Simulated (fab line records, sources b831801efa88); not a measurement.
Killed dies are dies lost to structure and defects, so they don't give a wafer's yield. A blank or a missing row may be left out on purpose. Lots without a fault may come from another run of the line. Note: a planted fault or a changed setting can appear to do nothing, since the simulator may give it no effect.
fab line records | flow sfq-line
record lots=7 | wafers=18 | last-day=92
route steps=325 shown M6@262 I6@266
lots with no fault: from the same line, run without faults
start-h: the number of hours between the record's first day and the start of the first shown wafer of the lot | wait-h: hours from the lot's prior step to this one | " same as the row above | L1.1+2: one row covering several wafers at once | - no value, or no start given | * or withheld: withheld | < > ~ a bound
route shown NAME@n: names a module that has steps shown in the file, with the first one's number in the route | usual: average and standard deviation across the fault-free wafers | same: alike in all rows | chamber/n: place in a boat | sites: per-site readings | _std_site: the standard deviation of these | _edge_site: the outer-site mean with the inner-site mean subtracted | radius-mm: how far each site lies from the wafer's centre | mask NAME#n: copy n | behind: the most recent tool/chamber to have shaped the wafer | hold: reason for holding the lot/hours on hold/outcome of the hold | device: whichever transistor did not switch (one of n, p or np) | end of line: the same wafers' tests at the end of the route | a step given without rows: its recipe and nothing more | killed: the dies lost at the first sort to structure and to defects; this is not the yield of the wafer | map: the dies of a wafer, with x for killed, . for not killed, _ for no die there
set.NAME: the setting that was run; set.NAME@STEP: the one run at that earlier step | model.NAME: the simulator's own value behind a step, which no gauge read
certain route steps with their lots: each step a table, each wafer a row
services: a tool's chamber out of use, with start hour (start-h, from the record's first day; less than 0 if before it), hours out, and reason
## steps
# step SFQ_TRILAYER_M6_BARC_OPEN_METAL_ETCH_206
# recipe mask-material=PR | chemistry=O2 | target-depth-nm=125 | target=BARC | icp-w=600 | bias-w=80 | pressure-mtorr=10 | time-s=41.7
# usual chamber-pressure-mTorr=9.999/0.0097 | drypump-motor-current-A=5.76/0.3 | oes-product-au=0.685/0.005
lot.wafer | tool         | chamber | start-h | wait-h | chamber-pressure-mTorr | drypump-motor-current-A | oes-product-au | rf-hours-counter-h
L237.1    | rie-metal-03 | 1       | 1797.37 | 0.0    | 9.989                  | 5.76                    | 0.686          | 56
L237.2    | "            | 0       | "       | "      | 10.010                 | 5.87                    | 0.685          | 91
L237.3    | "            | 1       | "       | "      | 10.019                 | 5.75                    | 0.684          | -
L238.1    | rie-metal-02 | 0       | 1802.17 | 0.0    | 9.984                  | 5.48                    | 0.689          | 39
L238.2    | "            | 1       | "       | "      | 10.004                 | 6.33                    | 0.686          | 83
L238.3    | "            | 0       | "       | "      | 9.979                  | 5.46                    | 0.686          | -
L243.3    | rie-metal-03 | 0       | 1814.19 | 0.0    | 10.006                 | 5.88                    | 0.691          | -
L243.5    | "            | 1       | "       | "      | 9.999                  | 5.75                    | 0.681          | -
L247.1    | rie-metal-03 | 0       | 1821.37 | 0.0    | 10.014                 | 5.92                    | 0.691          | 97
L247.3    | "            | 0       | "       | "      | 10.011                 | 5.93                    | 0.680          | -
L248.3    | rie-metal-01 | 1       | 1826.19 | 0.0    | 10.007                 | 5.45                    | 0.689          | -
L248.6    | "            | 1       | "       | "      | 9.988                  | 5.42                    | 0.684          | -
L252.1    | rie-metal-01 | 0       | 1892.60 | 0.0    | 10.002                 | 5.51                    | 0.680          | 130
L252.3    | "            | 1       | "       | "      | 10.000                 | 5.45                    | 0.687          | -
L252.4    | "            | 0       | "       | "      | 10.006                 | 5.50                    | 0.695          | -
L256.1    | rie-metal-03 | 1       | 1949.25 | 0.0    | 9.975                  | 5.75                    | 0.686          | 78
L256.4    | "            | 1       | "       | "      | 10.003                 | 5.72                    | 0.686          | -
L256.6    | "            | 0       | "       | "      | 9.997                  | 5.91                    | 0.692          | -
# step SFQ_TRILAYER_M6_ETCH_METAL_ETCH_162
# recipe target=Nb | stop-on=SiO2 | mask-material=PR | chemistry=Cl2/Ar | target-depth-nm=240 | icp-w=600 | bias-w=80 | pressure-mtorr=10 | time-s=120
# usual chamber-pressure-mTorr=10.001/0.0099 | drypump-motor-current-A=5.76/0.29 | oes-product-au=0.894/0.0066
lot.wafer | tool         | chamber | start-h | wait-h | chamber-pressure-mTorr | drypump-motor-current-A | oes-product-au | rf-hours-counter-h
L237.1    | rie-metal-03 | 1       | 1797.43 | 0.0    | 9.994                  | 5.73                    | 0.894          | 56
L237.2    | "            | 0       | "       | "      | 9.996                  | 5.89                    | 0.905          | 91
L237.3    | "            | 1       | "       | "      | 10.004                 | 5.75                    | 0.894          | -
L238.1    | rie-metal-02 | 0       | 1802.23 | 0.0    | 10.003                 | 5.47                    | 0.875          | 39
L238.2    | "            | 1       | "       | "      | 10.005                 | 6.30                    | 0.889          | 83
L238.3    | "            | 0       | "       | "      | 10.002                 | 5.48                    | 0.887          | -
L243.3    | rie-metal-03 | 0       | 1814.28 | 0.1    | 9.996                  | 5.87                    | 0.895          | -
L243.5    | "            | 1       | "       | "      | 9.988                  | 5.74                    | 0.888          | -
L247.1    | rie-metal-03 | 0       | 1821.43 | 0.0    | 10.016                 | 5.89                    | 0.890          | 97
L247.3    | "            | 0       | "       | "      | 9.997                  | 5.89                    | 0.886          | -
L248.3    | rie-metal-01 | 1       | 1826.28 | 0.1    | 10.020                 | 5.46                    | 0.893          | -
L248.6    | "            | 1       | "       | "      | 9.991                  | 5.43                    | 0.894          | -
L252.1    | rie-metal-01 | 0       | 1892.66 | 0.0    | 9.992                  | 5.51                    | 0.877          | 130
L252.3    | "            | 1       | "       | "      | 10.003                 | 5.45                    | 0.883          | -
L252.4    | "            | 0       | "       | "      | 9.994                  | 5.52                    | 0.893          | -
L256.1    | rie-metal-03 | 1       | 1949.31 | 0.0    | 10.015                 | 5.75                    | 0.901          | 78
L256.4    | "            | 1       | "       | "      | 10.007                 | 5.76                    | 0.884          | -
L256.6    | "            | 0       | "       | "      | 9.991                  | 5.91                    | 0.883          | -
# step SFQ_TRILAYER_M6_STRIP_STRIP_163
# recipe gas=O2 | power-w=200 | platen-temp-c=40 | overash-fraction=0.65 | chemistry=O2 | pressure-mtorr=50
# usual chamber-pressure-mTorr=50.00/0.046 | drypump-motor-current-A=5.76/0.3 | oes-product-au=0.998/0.0091
lot.wafer | tool         | chamber | start-h | wait-h | chamber-pressure-mTorr | drypump-motor-current-A | oes-product-au | rf-hours-counter-h
L237.1    | rie-metal-03 | 1       | 1797.56 | 0.1    | 49.99                  | 5.75                    | 0.995          | 56
L237.2    | "            | 0       | "       | "      | 49.97                  | 5.90                    | 0.998          | 91
L237.3    | "            | 1       | "       | "      | 50.00                  | 5.73                    | 0.980          | -
L238.1    | rie-metal-02 | 0       | 1802.36 | 0.1    | 50.03                  | 5.44                    | 0.976          | 40
L238.2    | "            | 1       | "       | "      | 50.01                  | 6.29                    | 1.005          | 84
L238.3    | "            | 0       | "       | "      | 49.98                  | 5.47                    | 0.977          | -
L243.3    | rie-metal-03 | 0       | 1814.56 | 0.2    | 49.99                  | 5.93                    | 1.002          | -
L243.5    | "            | 1       | "       | "      | 50.04                  | 5.70                    | 1.001          | -
L247.1    | rie-metal-03 | 0       | 1821.56 | 0.1    | 50.01                  | 5.88                    | 0.985          | 97
L247.3    | "            | 0       | "       | "      | 50.04                  | 5.90                    | 1.004          | -
L248.3    | rie-metal-01 | 1       | 1826.56 | 0.2    | 50.00                  | 5.44                    | 0.997          | -
L248.6    | "            | 1       | "       | "      | 50.04                  | 5.42                    | 0.989          | -
L252.1    | rie-metal-01 | 0       | 1892.79 | 0.1    | 50.03                  | 5.53                    | 1.008          | 130
L252.3    | "            | 1       | "       | "      | 50.00                  | 5.46                    | 1.000          | -
L252.4    | "            | 0       | "       | "      | 49.95                  | 5.51                    | 1.004          | -
L256.1    | rie-metal-03 | 1       | 1949.44 | 0.1    | 49.98                  | 5.73                    | 0.997          | 78
L256.4    | "            | 1       | "       | "      | 50.05                  | 5.75                    | 0.991          | -
L256.6    | "            | 0       | "       | "      | 49.99                  | 5.92                    | 0.985          | -
# step SFQ_TRILAYER_M6_STRIP_SOLV_CLEAN_164
# recipe chemistry=NMP | temp-c=70 | time-s=600
# step SFQ_TRILAYER_I6_DEP_PECVD_165
# recipe material=SiO2 | temp-c=150 | time-s=111.11 | pressure-torr=2.4 | rf-w=183.3 | precursor=SiH4/N2O | target-thk-nm=500
# usual heater-power-w=87/17 | throttle-valve-pct=25.0/1.6
lot.wafer | tool     | chamber | start-h | wait-h | heater-power-w | throttle-valve-pct
L237.1    | pecvd-02 | 1       | 1798.33 | 0.0    | 110            | 26.7
L237.2    | "        | 0       | "       | "      | 88             | 22.9
L237.3    | "        | 2       | "       | "      | 80             | 24.0
L238.1    | pecvd-04 | 1       | 1803.31 | 0.0    | 66             | 26.8
L238.2    | "        | 0       | "       | "      | 65             | 26.9
L238.3    | "        | 2       | "       | "      | 85             | 25.1
L243.3    | pecvd-02 | 1       | 1815.31 | 0.0    | 110            | 26.8
L243.5    | "        | 2       | "       | "      | 86             | 23.9
L247.1    | pecvd-04 | 0       | 1822.35 | 0.0    | 61             | 26.8
L247.3    | "        | 2       | "       | "      | 86             | 25.4
L248.3    | pecvd-04 | 1       | 1827.31 | 0.0    | 59             | 26.9
L248.6    | "        | 1       | "       | "      | 60             | 27.0
L252.1    | pecvd-01 | 2       | 1893.56 | 0.0    | 77             | 24.9
L252.3    | "        | 1       | "       | "      | 124            | 22.4
L252.4    | "        | 1       | "       | "      | 122            | 22.9
L256.1    | pecvd-04 | 1       | 1950.23 | 0.0    | 63             | 26.6
L256.4    | "        | 2       | "       | "      | 91             | 25.3
L256.6    | "        | 0       | "       | "      | 72             | 27.1
# step SFQ_TRILAYER_I6_CMP_CMP_166
# recipe material=SiO2 | down-force-psi=3 | platen-rpm=60 | pad-velocity-m-s=0.94248
# step SFQ_I6_BOW_MEAS_941
# recipe mode=bow
# usual I6_BOW=6/11
lot.wafer | tool          | chamber | start-h | wait-h | I6_BOW[um]
L237.1    | film-metro-01 | -       | 1807.45 | 1.5    | -4
L237.2    | "             | -       | "       | "      | -4
L237.3    | "             | -       | "       | "      | 4
L238.1    | film-metro-01 | -       | 1810.45 | 1.0    | 16
L238.2    | "             | -       | "       | "      | 29
L238.3    | "             | -       | "       | "      | 16
L243.3    | film-metro-03 | -       | 1827.05 | 1.5    | -6
L243.5    | "             | -       | "       | "      | -10
L247.1    | film-metro-03 | -       | 1842.01 | 1.5    | -7
L247.3    | "             | -       | "       | "      | -11
L248.3    | film-metro-04 | -       | 1845.34 | 2.5    | 5
L248.6    | "             | -       | "       | "      | 12
L252.1    | film-metro-01 | -       | 1896.67 | 2.0    | 22
L252.3    | "             | -       | "       | "      | 20
L252.4    | "             | -       | "       | "      | 12
L256.1    | film-metro-04 | -       | 1953.31 | 2.0    | -9
L256.4    | "             | -       | "       | "      | -19
L256.6    | "             | -       | "       | "      | -18
# step SFQ_TRILAYER_I6_METRO_MEASURE_167
# usual thk-nm=199.9/1.1
lot.wafer | tool          | chamber | start-h | wait-h | thk-nm
L237.1    | film-metro-01 | -       | 1807.57 | 0.1    | 199.1
L237.2    | "             | -       | "       | "      | 199.8
L237.3    | "             | -       | "       | "      | 200.4
L238.1    | film-metro-01 | -       | 1810.57 | 0.1    | 201.1
L238.2    | "             | -       | "       | "      | 199.4
L238.3    | "             | -       | "       | "      | 201.8
L243.3    | film-metro-03 | -       | 1827.53 | 0.5    | 199.6
L243.5    | "             | -       | "       | "      | 197.2
L247.1    | film-metro-03 | -       | 1842.13 | 0.1    | 199.4
L247.3    | "             | -       | "       | "      | 200.7
L248.3    | film-metro-04 | -       | 1845.82 | 0.5    | 200.7
L248.6    | "             | -       | "       | "      | 199.9
L252.1    | film-metro-01 | -       | 1896.79 | 0.1    | 200.2
L252.3    | "             | -       | "       | "      | 199.1
L252.4    | "             | -       | "       | "      | 201.6
L256.1    | film-metro-04 | -       | 1953.43 | 0.1    | 200.4
L256.4    | "             | -       | "       | "      | 199.0
L256.6    | "             | -       | "       | "      | 201.2
# step SFQ_TRILAYER_I6_VIA_LITHO_COAT_174
# recipe resist=BARC | spin-rpm=3000 | resist-thk-nm=62
# step SFQ_TRILAYER_I6_VIA_LITHO_COAT_169
# recipe resist=KrF | spin-rpm=3000 | resist-thk-nm=650
# step SFQ_TRILAYER_I6_VIA_LITHO_SOFTBAKE_173
# recipe temp-c=withheld | time-s=withheld | resist=KrF
# step SFQ_TRILAYER_I6_VIA_LITHO_EXPOSE_170
# recipe mask-id=I6 | na=0.6 | source-shape=conventional | sigma-outer=0.65 | target-cd-nm=700 | dose-mj=21.3
# step SFQ_TRILAYER_I6_VIA_LITHO_PEB_172
# recipe peb-temp-c=115 | peb-time-s=60 | resist=KrF
lot.wafer  | tool           | chamber | start-h | wait-h
L237.1+2+3 | litho-track-03 | 0       | 1810.72 | 1.0
L238.1+2+3 | litho-track-01 | 0       | 1815.52 | 1.0
L243.3+5   | litho-track-03 | 0       | 1918.72 | 0.7
L247.1+3   | litho-track-03 | 0       | 1941.72 | 1.0
L248.3+6   | litho-track-03 | 0       | 1946.57 | 0.7
L252.1+3+4 | litho-track-01 | 0       | 1998.24 | 1.0
L256.1+4+6 | litho-track-04 | 0       | 2045.95 | 1.0
# step SFQ_TRILAYER_I6_VIA_LITHO_DEVELOP_171
# recipe time-s=60 | resist=KrF
# step SFQ_I6_OVL_MEAS_942
# usual I6_OVL=-2/5.3
lot.wafer | tool       | chamber | start-h | wait-h | I6_OVL[nm]
L237.1    | overlay-02 | -       | 1811.02 | 0.1    | -2
L237.2    | "          | -       | "       | "      | 4
L237.3    | "          | -       | "       | "      | -1
L238.1    | overlay-02 | -       | 1815.82 | 0.1    | -6
L238.2    | "          | -       | "       | "      | -2
L238.3    | "          | -       | "       | "      | -5
L243.3    | overlay-02 | -       | 1918.98 | 0.1    | -3
L243.5    | "          | -       | "       | "      | -5
L247.1    | overlay-01 | -       | 1942.02 | 0.1    | -5
L247.3    | "          | -       | "       | "      | -9
L248.3    | overlay-02 | -       | 1946.83 | 0.1    | 1
L248.6    | "          | -       | "       | "      | -2
L252.1    | overlay-02 | -       | 1998.54 | 0.1    | 2
L252.3    | "          | -       | "       | "      | 2
L252.4    | "          | -       | "       | "      | 5
L256.1    | overlay-02 | -       | 2046.25 | 0.1    | 7
L256.4    | "          | -       | "       | "      | 3
L256.6    | "          | -       | "       | "      | -2
# step SFQ_TRILAYER_I6_VIA_BARC_OPEN_VIA_ETCH_235
# recipe mask-material=PR | chemistry=O2 | target-depth-nm=125 | target=BARC | source-w=500 | bias-w=80 | pressure-mtorr=30 | time-s=41.7
# usual chamber-pressure-mTorr=29.997/0.027 | drypump-motor-current-A=5.7/0.35 | oes-product-au=0.685/0.0043
lot.wafer | tool        | chamber | start-h | wait-h | chamber-pressure-mTorr | drypump-motor-current-A | oes-product-au | rf-hours-counter-h | model.I6.cd-nm
L237.1    | rie-diel-02 | 1       | 1811.05 | 0.0    | 29.988                 | 5.6                     | 0.688          | 15                 | 698.3
L237.2    | "           | 3       | "       | "      | 29.980                 | 5.6                     | 0.693          | 6                  | 700.6
L237.3    | "           | 0       | "       | "      | 29.937                 | 5.6                     | 0.679          | 6                  | 699.9
L238.1    | rie-diel-04 | 3       | 1815.85 | 0.0    | 29.981                 | 5.6                     | 0.684          | 1                  | 701.5
L238.2    | "           | 1       | "       | "      | 29.959                 | 5.3                     | 0.682          | 18                 | 700.5
L238.3    | "           | 2       | "       | "      | 30.007                 | 5.5                     | 0.688          | 0                  | 699.7
L243.3    | rie-diel-02 | 1       | 1919.00 | 0.0    | 30.021                 | 5.6                     | 0.688          | 16                 | 756.6
L243.5    | "           | 1       | "       | "      | 29.970                 | 5.6                     | 0.689          | -                  | 699.6
L247.1    | rie-diel-04 | 2       | 1942.05 | 0.0    | 29.993                 | 5.5                     | 0.680          | 2                  | 700.8
L247.3    | "           | 3       | "       | "      | 29.965                 | 5.6                     | 0.677          | 2                  | 758.4
L248.3    | rie-diel-04 | 2       | 1946.85 | 0.0    | 30.005                 | 5.5                     | 0.682          | 2                  | 758.1
L248.6    | "           | 0       | "       | "      | 29.961                 | 5.9                     | 0.683          | -                  | 756.8
L252.1    | rie-diel-03 | 0       | 1998.58 | 0.0    | 29.970                 | 5.3                     | 0.688          | 5                  | 698.3
L252.3    | "           | 3       | "       | "      | 29.999                 | 5.6                     | 0.685          | 0                  | 699.9
L252.4    | "           | 2       | "       | "      | 30.049                 | 5.9                     | 0.685          | 6                  | 699.6
L256.1    | rie-diel-04 | 1       | 2046.28 | 0.0    | 30.011                 | 5.3                     | 0.683          | 2                  | 700.8
L256.4    | "           | 3       | "       | "      | 29.984                 | 5.6                     | 0.690          | 4                  | 700.6
L256.6    | "           | 1       | "       | "      | 30.036                 | 5.3                     | 0.677          | -                  | 700.3
# step SFQ_TRILAYER_I6_VIA_ETCH_VIA_ETCH_172
# recipe target=SiO2 | stop-on=Nb | mask-material=PR | taper-deg=20 | chemistry=CHF3 | target-depth-nm=260 | source-w=500 | bias-w=80 | pressure-mtorr=30 | time-s=withheld
# usual chamber-pressure-mTorr=30.00/0.033 | drypump-motor-current-A=5.7/0.35 | oes-product-au=0.855/0.0049
lot.wafer | tool        | chamber | start-h | wait-h | chamber-pressure-mTorr | drypump-motor-current-A | oes-product-au | model.I6.cd-nm
L237.1    | rie-diel-02 | 1       | 1811.09 | 0.0    | 30.05                  | 5.6                     | 0.855          | 700
L237.2    | "           | 3       | "       | "      | 30.03                  | 5.6                     | 0.855          | 700.2
L237.3    | "           | 0       | "       | "      | 30.01                  | 5.6                     | 0.857          | 699
L238.1    | rie-diel-04 | 3       | 1815.89 | 0.0    | 30.02                  | 5.6                     | 0.852          | 700.9
L238.2    | "           | 1       | "       | "      | 30.00                  | 5.3                     | 0.855          | 700
L238.3    | "           | 2       | "       | "      | 30.04                  | 5.6                     | 0.856          | 699.5
L243.3    | rie-diel-02 | 1       | 1919.04 | 0.0    | 29.95                  | 5.6                     | 0.853          | 756.9
L243.5    | "           | 1       | "       | "      | 30.02                  | 5.6                     | 0.855          | 700.8
L247.1    | rie-diel-04 | 2       | 1942.09 | 0.0    | 30.01                  | 5.5                     | 0.852          | 701.4
L247.3    | "           | 3       | "       | "      | 29.97                  | 5.6                     | 0.857          | 758.9
L248.3    | rie-diel-04 | 2       | 1946.89 | 0.0    | 30.00                  | 5.6                     | 0.861          | 758.6
L248.6    | "           | 0       | "       | "      | 30.00                  | 5.9                     | 0.849          | 756.6
L252.1    | rie-diel-03 | 0       | 1998.62 | 0.0    | 29.98                  | 5.3                     | 0.861          | 697.1
L252.3    | "           | 3       | "       | "      | 30.01                  | 5.6                     | 0.857          | 699.8
L252.4    | "           | 2       | "       | "      | 30.02                  | 5.9                     | 0.845          | 701.7
L256.1    | rie-diel-04 | 1       | 2046.32 | 0.0    | 29.99                  | 5.3                     | 0.857          | 699.7
L256.4    | "           | 3       | "       | "      | 29.99                  | 5.7                     | 0.855          | 700.7
L256.6    | "           | 1       | "       | "      | 30.01                  | 5.3                     | 0.865          | 698.7
# step SFQ_TRILAYER_I6_VIA_STRIP_STRIP_173
# recipe gas=O2 | power-w=200 | platen-temp-c=40 | overash-fraction=0.65 | chemistry=O2 | pressure-mtorr=50
## services
tool          | chamber | start-h | hours | kind
film-metro-04 | -       | 1780.20 | 4.1   | pm
rie-diel-03   | -       | 1824.55 | 0.2   | repair
film-metro-01 | -       | 1831.60 | 2.4   | pm
film-metro-01 | -       | 1846.07 | 1.1   | pm
rie-metal-02  | 1       | 1848.49 | 3.1   | repair
rie-diel-02   | -       | 1861.09 | 2.8   | pm
rie-diel-04   | 1       | 1862.98 | 8.7   | repair
rie-diel-03   | 3       | 1878.82 | 13.1  | repair
rie-diel-03   | 1       | 1887.14 | 1.2   | repair
pecvd-04      | 1       | 1891.42 | 11.8  | repair
film-metro-01 | -       | 1906.00 | 0.5   | pm
film-metro-04 | -       | 1909.81 | 1.5   | pm
rie-metal-03  | -       | 1921.86 | 2.8   | pm
rie-diel-04   | 1       | 1932.52 | 3.6   | repair
film-metro-01 | -       | 1954.94 | 0.4   | pm
rie-metal-02  | 0       | 1956.48 | 21.4  | repair
rie-metal-02  | 1       | 1967.34 | 28.0  | repair
rie-metal-03  | 0       | 1993.56 | 3.7   | repair
rie-diel-02   | 1       | 2001.44 | 6.1   | repair
pecvd-04      | -       | 2008.94 | 14.6  | pm
rie-diel-02   | -       | 2010.86 | 0.3   | repair
rie-diel-04   | -       | 2020.94 | 2.8   | pm
rie-diel-03   | 1       | 2022.44 | 6.3   | repair
rie-diel-03   | 2       | 2028.33 | 7.8   | repair
## key
first-sign none at tools or gauges
model-effect step=SFQ_TRILAYER_I6_VIA_BARC_OPEN_VIA_ETCH_235 | value=I6.cd-nm | without=699.6 | struck=757.5
model-effect step=SFQ_TRILAYER_I6_VIA_ETCH_VIA_ETCH_172 | value=I6.cd-nm | without=699.8 | struck=757.7
met-at SFQ_TRILAYER_I6_VIA_LITHO_PEB_172
struck-wafers L243.3,L247.3,L248.3,L248.6
onset-between 1810.72 1918.72
fault kind=process-parameter-drift | tool=litho-track-03 | chamber=- | onset-h=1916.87 | steps=SFQ_TRILAYER_I6_VIA_LITHO_PEB_172 | channel=peb-time-s | offset=* | shape=step | end-h=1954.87 | scope=struck-wafers-only | acts-in=* | stated=*
